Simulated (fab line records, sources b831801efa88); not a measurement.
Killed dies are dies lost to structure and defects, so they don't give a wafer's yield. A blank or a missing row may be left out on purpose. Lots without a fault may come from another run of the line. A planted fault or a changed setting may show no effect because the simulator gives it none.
Which tool did it? | flow gf180mcu | 6 lots, 18 wafers sampled, at 4 steps of a route of 602

WHAT THE GAUGES READ, wafer by wafer
GF_PSD_TW_MEAS_11.
lot  | measured     | on            | PSD_TW
L765 | day 14 11:22 | film_metro-03 | 3214 3228 3236
L767 | day 15 02:06 | film_metro-04 | 3184 3203 3200
L774 | day 17 17:43 | film_metro-03 | 2131 2124 2134 2120 2133 2136
L777 | day 19 03:30 | film_metro-04 | 2106 2103 2124 2108 2124 2132
L784 | day 21 14:14 | film_metro-04 | 3211 3202 3222
L787 | day 22 09:56 | film_metro-01 | 3175 3179 3178

WHICH TOOL RAN EACH LOT (tool, then ch and the chambers of the sampled wafers, then the start)
lot  | GF_HV_LDD_STRIP_10                   | GF_PSD_IMPLANT_09               | GF_PSD_STRIP_10
L765 | plasma_asher-01 ch 0,1, day 10 06:01 | implanter-02 ch 0, day 14 11:09 | plasma_asher-04 ch 0,1, day 14 11:17
L767 | plasma_asher-02 ch 0,1, day 10 21:18 | implanter-01 ch 0, day 15 01:51 | plasma_asher-01 ch 0,1, day 15 02:00
L774 | plasma_asher-03 ch 0,1, day 13 02:52 | implanter-01 ch 0, day 17 17:28 | plasma_asher-01 ch 0,1, day 17 17:36
L777 | plasma_asher-02 ch 0,1, day 14 05:44 | implanter-01 ch 0, day 19 03:15 | plasma_asher-01 ch 0,1, day 19 03:24
L784 | plasma_asher-03 ch 0,1, day 16 09:55 | implanter-01 ch 0, day 21 14:01 | plasma_asher-01 ch 0,1, day 21 14:08
L787 | plasma_asher-03 ch 0,1, day 17 04:07 | implanter-01 ch 0, day 22 09:41 | plasma_asher-04 ch 0,1, day 22 09:49
- GF_HV_LDD_STRIP_10: strips in O2/N2.
- GF_PSD_IMPLANT_09
- GF_PSD_STRIP_10: strips in O2/N2.

THE ANSWER, worked out from the rows above alone
Rule: what is usual is taken from the lots themselves. Put in order of their means at a reading, lots are off if they are a third of the lots or fewer, leave a main group of 4 or more, and stand apart from it by a gap of 3 or more times the standard deviation of the main group's means; of several such gaps the widest counts. A main group whose means are all the same, to the digits that the tables above print for the reading, isn't used. A lot without any number at a reading at which 4 lots or more have one is off too. The other lots that the step has rows for count as sound.
Off: L774, L777, at GF_PSD_TW_MEAS_11 (PSD_TW). The main group: mean 3203, standard deviation 18.
A tool fits if, at a process step before that reading, it ran every lot that is off, and no sound lot after the first of them. The gauges at GF_PSD_TW_MEAS_11 are tried like those tools. None of those tried fits.

WHAT THE SIMULATOR HAD PUT IN
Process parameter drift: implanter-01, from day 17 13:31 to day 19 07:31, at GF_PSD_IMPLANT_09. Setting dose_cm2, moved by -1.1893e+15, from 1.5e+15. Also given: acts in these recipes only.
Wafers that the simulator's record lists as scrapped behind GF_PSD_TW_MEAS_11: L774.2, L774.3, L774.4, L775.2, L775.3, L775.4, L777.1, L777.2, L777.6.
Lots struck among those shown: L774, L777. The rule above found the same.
